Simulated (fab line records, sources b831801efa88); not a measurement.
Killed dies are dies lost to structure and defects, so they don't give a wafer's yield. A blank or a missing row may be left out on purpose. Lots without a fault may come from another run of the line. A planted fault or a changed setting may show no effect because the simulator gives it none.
Split-lot experiment | flow sky130 | 5 lots, 27 wafers read, on a route of 708 steps

THE SPLIT
At SKY_METAL2_SPUTTER_00 (material Ti, target thk 15 nm, time 10 s), the setting time_s was moved away from the recipe's 10 s on 12 of the 27 wafers read, by -59.1% to -45.8%. The other wafers ran this setting at the recipe's value.

The reading is taken at the split's own step.

THE READING
Ti_of_METAL2_SPUTTER_00.thk_nm (the simulator's own value, which no gauge read), in nm, at SKY_METAL2_SPUTTER_00 (material Ti, target thk 15 nm, time 10 s). The file gives no usual value for it. The 15 wafers here that ran the recipe average 15.087 nm, standard deviation 0.22 nm.

wafer  | tool, chamber at the split | time_s as run, s | against the recipe | Ti_of_METAL2_SPUTTER_00.thk_nm, nm | against lot-mates on the recipe
L077.1 | pvd_sputter-01, -          | 4.1              | -59.0%             | 6.479                              | -8.658
L077.2 | pvd_sputter-01, -          | 10               | recipe             | 15.1                               | -
L077.3 | pvd_sputter-01, -          | 10               | recipe             | 15.23                              | -
L077.4 | pvd_sputter-01, -          | 10               | recipe             | 15.08                              | -
L077.5 | pvd_sputter-01, -          | 4.1              | -59.0%             | 6.276                              | -8.861
L077.6 | pvd_sputter-01, -          | 4.1              | -59.0%             | 6.341                              | -8.796
L080.1 | pvd_sputter-02, -          | 4.091            | -59.1%             | 5.767                              | -9.170
L080.2 | pvd_sputter-02, -          | 10               | recipe             | 14.85                              | -
L080.3 | pvd_sputter-02, -          | 10               | recipe             | 14.88                              | -
L080.4 | pvd_sputter-02, -          | 10               | recipe             | 15.08                              | -
L080.5 | pvd_sputter-02, -          | 4.091            | -59.1%             | 6.087                              | -8.850
L080.6 | pvd_sputter-02, -          | 4.091            | -59.1%             | 6.149                              | -8.788
L082.1 | pvd_sputter-03, -          | 5.309            | -46.9%             | 8.243                              | -6.607
L082.2 | pvd_sputter-03, -          | 5.309            | -46.9%             | 8.014                              | -6.836
L082.3 | pvd_sputter-03, -          | 10               | recipe             | 14.77                              | -
L082.4 | pvd_sputter-03, -          | 10               | recipe             | 14.65                              | -
L082.5 | pvd_sputter-03, -          | 5.309            | -46.9%             | 8.012                              | -6.838
L082.6 | pvd_sputter-03, -          | 10               | recipe             | 15.13                              | -
L084.1 | pvd_sputter-01, -          | 10               | recipe             | 15.49                              | -
L084.2 | pvd_sputter-01, -          | 10               | recipe             | 15.31                              | -
L084.4 | pvd_sputter-01, -          | 10               | recipe             | 15.38                              | -
L085.1 | pvd_sputter-02, -          | 5.424            | -45.8%             | 8.285                              | -6.835
L085.2 | pvd_sputter-02, -          | 10               | recipe             | 15.14                              | -
L085.3 | pvd_sputter-02, -          | 5.424            | -45.8%             | 8.364                              | -6.756
L085.4 | pvd_sputter-02, -          | 5.424            | -45.8%             | 8.063                              | -7.057
L085.5 | pvd_sputter-02, -          | 10               | recipe             | 15.23                              | -
L085.6 | pvd_sputter-02, -          | 10               | recipe             | 14.99                              | -

THE FIT
A straight line over all 27 wafers: Ti_of_METAL2_SPUTTER_00.thk_nm changes by +0.15 nm for each +1% of time_s; r = +1.00; the points scatter about the line by 0.21 nm.
The same after taking each lot's own level away (the mean of its wafers on the recipe; 27 wafers): +0.149 nm for each +1%; r = +1.00; scatter 0.16 nm.
On that fit, the largest move of time_s shifts the reading by 8.8 nm.
The lots' own levels span 14.8500 to 15.3933 nm, that is 2.4 times the standard deviation above.
So the lot-to-lot level changes the slope little: the two slopes agree.
Check: with one of the wafers moved furthest among these (-59.1%) left out of the fit, the line predicts -8.76 nm for it against its lot-mates. It came out at -9.17 nm against them.

OTHER SPLITS ON THESE WAFERS
These wafers also went through other splits before the reading. Each is held against what the fit with the lots' levels taken away leaves over:
other split on the same wafers          | wafers away from the commonest value | r with Ti_of_METAL2_SPUTTER_00.thk_nm (lot level and that fit taken away)
SKY_FIELD_ISO_CVD_03 time_s             | 18                                   | +0.36
SKY_SONOS_ONO_CVD_02 time_s             | 18                                   | -0.23
SKY_POLY_GATE_DEVELOP_12 develop_time_s | 9                                    | -0.29
SKY_LI_CONTACT_SPUTTER_19 time_s        | 12                                   | -0.19
SKY_METAL1_SPUTTER_03 time_s            | 9                                    | +0.22

THE FILE'S OWN FIT
Ti_of_METAL2_SPUTTER_00.thk_nm changes by +0.149 nm for each +1% of time_s, r = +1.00.
